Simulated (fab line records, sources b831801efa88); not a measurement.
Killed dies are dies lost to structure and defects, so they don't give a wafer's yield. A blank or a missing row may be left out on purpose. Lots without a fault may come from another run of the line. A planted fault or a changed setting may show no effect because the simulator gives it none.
Which tool did it? | flow sky130 | 13 lots, 39 wafers sampled, at 5 steps of a route of 708

WHAT THE GAUGES READ, wafer by wafer
SKY_FIELD_ISO_THK_MEAS_02. Usual: FIELD_ISO_OXIDATION_00_THK 11.83 nm, standard deviation 0.2.
lot  | measured    | on            | FIELD_ISO_OXIDATION_00_THK (nm)     | flag
L769 | day 1 11:41 | film_metro-03 | 11.72 11.68 11.57                   |
L770 | day 1 17:31 | film_metro-03 | 11.72 11.94 11.91                   |
L771 | day 1 22:02 | film_metro-01 | 11.87 12.04 11.90                   |
L772 | day 2 03:47 | film_metro-01 | 11.75 11.68 11.57                   |
L773 | day 2 09:13 | film_metro-03 | 11.57 11.65 11.65                   |
L774 | day 2 17:32 | film_metro-03 | 18.65 18.75 18.69 18.58 18.71 18.72 | OFF
L775 | day 3 00:38 | film_metro-03 | 18.63 18.20 18.85 18.73 18.16 18.86 | OFF
L786 | day 5 00:38 | film_metro-03 | 11.80 11.71 11.65                   |
L787 | day 5 07:19 | film_metro-03 | 11.60 11.47 11.58                   |
L788 | day 5 10:38 | film_metro-03 | 11.85 12.03 11.72                   |
L789 | day 5 17:40 | film_metro-03 | 11.89 11.83 11.97                   |
L791 | day 6 02:17 | film_metro-04 | 11.70 11.77 11.64                   |
L792 | day 6 08:10 | film_metro-03 | 11.82 11.91 11.85                   |

SKY_NWELL_RS_MEAS_31: measures by four-point-probe. Usual: PWDE_RS 5274 ohm/sq, standard deviation 16.
lot  | measured     | on            | PWDE_RS (ohm/sq) | flag
L769 | day 5 13:20  | film_metro-03 | 5283 5278 5280   |
L770 | day 5 18:31  | film_metro-04 | 5264 5253 5262   |
L771 | day 6 01:28  | film_metro-04 | 5259 5267 5281   |
L772 | day 6 03:22  | film_metro-03 | 5276 5282 5285   |
L773 | day 6 11:17  | film_metro-02 | 5264 5249 5257   |
L774 | day 6 15:44  | film_metro-02 | 5259 5277 5283   |
L775 | day 6 23:58  | film_metro-02 | 5275 5260 5258   |
L786 | day 9 18:13  | film_metro-03 | 5289 5306 5278   |
L787 | day 10 02:19 | film_metro-04 | 5289 5277 5290   |
L788 | day 10 01:28 | film_metro-04 | 5277 5244 5274   |
L789 | day 10 10:40 | film_metro-04 | 5267 5273 5282   |
L791 | day 11 06:52 | film_metro-03 | 5257 5255 5259   |
L792 | day 11 15:19 | film_metro-03 | 5302 5282 5318   |

SKY_VT_ADJUST_HVTP_CD_MEAS_07: target cd 380 nm. Usual: cd_nm 379.6 nm, standard deviation 2.5.
lot  | measured     | on        | cd_nm (nm)        | flag
L769 | day 6 07:41  | cd_sem-02 | 384.6 382.0 386.1 |
L770 | day 6 12:02  | cd_sem-01 | 377.8 377.1 380.1 |
L771 | day 6 19:55  | cd_sem-02 | 378.3 375.9 378.2 |
L772 | day 6 22:01  | cd_sem-01 | 381.5 383.3 381.4 |
L773 | day 7 06:04  | cd_sem-01 | 375.5 377.1 379.0 |
L774 | day 7 11:14  | cd_sem-02 | 382.2 382.5 378.3 |
L775 | day 7 19:22  | cd_sem-01 | 376.5 378.0 378.1 |
L786 | day 10 16:22 | cd_sem-01 | 377.1 376.8 375.0 |
L787 | day 11 00:55 | cd_sem-01 | 381.9 379.5 380.7 |
L788 | day 10 23:49 | cd_sem-02 | 380.2 379.8 380.1 |
L789 | day 11 09:25 | cd_sem-02 | 382.3 383.7 382.1 |
L791 | day 12 06:49 | cd_sem-02 | 384.6 385.2 383.6 |
L792 | day 12 16:01 | cd_sem-02 | 375.1 374.8 375.3 |

WHICH TOOL RAN EACH LOT (tool, then ch and the chambers of the sampled wafers, then the start)
lot  | SKY_FIELD_ISO_OXIDATION_01   | SKY_FIELD_ISO_ETCH_15
L769 | furnace-02 ch 0, day 1 10:10 | rie_diel-01 ch 0,2, day 2 04:44
L770 | furnace-01 ch 0, day 1 15:58 | rie_diel-04 ch 1,2, day 2 10:17
L771 | furnace-01 ch 0, day 1 20:31 | rie_diel-01 ch 0,2,3, day 2 14:47
L772 | furnace-01 ch 0, day 2 02:16 | rie_diel-01 ch 1,2, day 2 20:50
L773 | furnace-01 ch 0, day 2 07:42 | rie_diel-03 ch 0,1,3, day 3 02:26
L774 | furnace-02 ch 0, day 2 13:15 | rie_diel-03 ch 0,1,3, day 3 08:35
L775 | furnace-02 ch 0, day 2 20:10 | rie_diel-03 ch 2,3, day 3 17:17
L786 | furnace-01 ch 0, day 4 23:07 | rie_diel-04 ch 0,1,3, day 5 21:35
L787 | furnace-01 ch 0, day 5 05:49 | rie_diel-01 ch 0,1,3, day 6 03:35
L788 | furnace-01 ch 0, day 5 09:07 | rie_diel-01 ch 1,3, day 6 07:41
L789 | furnace-01 ch 0, day 5 16:10 | rie_diel-04 ch 0,1, day 6 14:56
L791 | furnace-01 ch 0, day 6 00:47 | rie_diel-04 ch 0,1,3, day 7 01:53
L792 | furnace-01 ch 0, day 6 06:38 | rie_diel-03 ch 0,2,3, day 7 05:32
- SKY_FIELD_ISO_OXIDATION_01: stabilise 600 s, purge 300 s, target thk 12 nm.
- SKY_FIELD_ISO_ETCH_15: etches the open film in CHF3/O2, stops on Si, target depth 180 nm, time 72 s.

WHAT THE TOOLS THEMSELVES READ (means of the sampled wafers that have a number; where no wafer has one, the mark that the record gives instead)
SKY_FIELD_ISO_ETCH_15. Usual: drypump_motor_current_A 5.6 A, standard deviation 0.44; oes_product_au 0.948 a.u., standard deviation 0.0069; throttle_valve_pct 8.844 %, standard deviation 0.0091.
lot  | tool        | drypump_motor_current_A (A) | oes_product_au (a.u.) | throttle_valve_pct (%) | flag
L769 | rie_diel-01 | 5.6                         | 0.946                 | 8.835                  |
L770 | rie_diel-04 | 5.6                         | 0.944                 | 8.841                  |
L771 | rie_diel-01 | 5.4                         | 0.948                 | 8.843                  |
L772 | rie_diel-01 | 5.2                         | 0.946                 | 8.844                  |
L773 | rie_diel-03 | 5.7                         | 0.944                 | 8.852                  |
L774 | rie_diel-03 | 5.8                         | 0.947                 | 8.841                  |
L775 | rie_diel-03 | 6.2                         | 0.957                 | 8.846                  |
L786 | rie_diel-04 | 5.6                         | 0.953                 | 8.849                  |
L787 | rie_diel-01 | 5.4                         | 0.945                 | 8.837                  |
L788 | rie_diel-01 | 5.1                         | 0.956                 | 8.839                  |
L789 | rie_diel-04 | 5.6                         | 0.945                 | 8.848                  |
L791 | rie_diel-04 | 5.6                         | 0.963                 | 8.855                  |
L792 | rie_diel-03 | 6.1                         | 0.947                 | 8.849                  |

THE ANSWER, worked out from the rows above alone
Rule: a lot is off if the mean of its wafers that have a number lies more than 3 standard deviations from the usual mean. A lot without any number at a reading at which 4 lots or more have one is off too. The other lots that the step has rows for count as sound. The gauges are gone through in route order, then the tools' own readings, and for those a lot's mean is taken as printed above. The first step at which some lot is off is used, and at that step the reading that is off furthest; a lot without a number counts as furthest.
Off: L774, L775, at SKY_FIELD_ISO_THK_MEAS_02 (FIELD_ISO_OXIDATION_00_THK).
A tool fits if, at a process step before that reading, it ran every lot that is off, and no sound lot after the first of them. The gauges at SKY_FIELD_ISO_THK_MEAS_02 are tried like those tools. One fits: furnace-02 at SKY_FIELD_ISO_OXIDATION_01. Its last sound lot is L769 (day 1 10:10), its first lot that is off L774 (day 2 13:15): a fault that began between those two fits.

WHAT THE SIMULATOR HAD PUT IN
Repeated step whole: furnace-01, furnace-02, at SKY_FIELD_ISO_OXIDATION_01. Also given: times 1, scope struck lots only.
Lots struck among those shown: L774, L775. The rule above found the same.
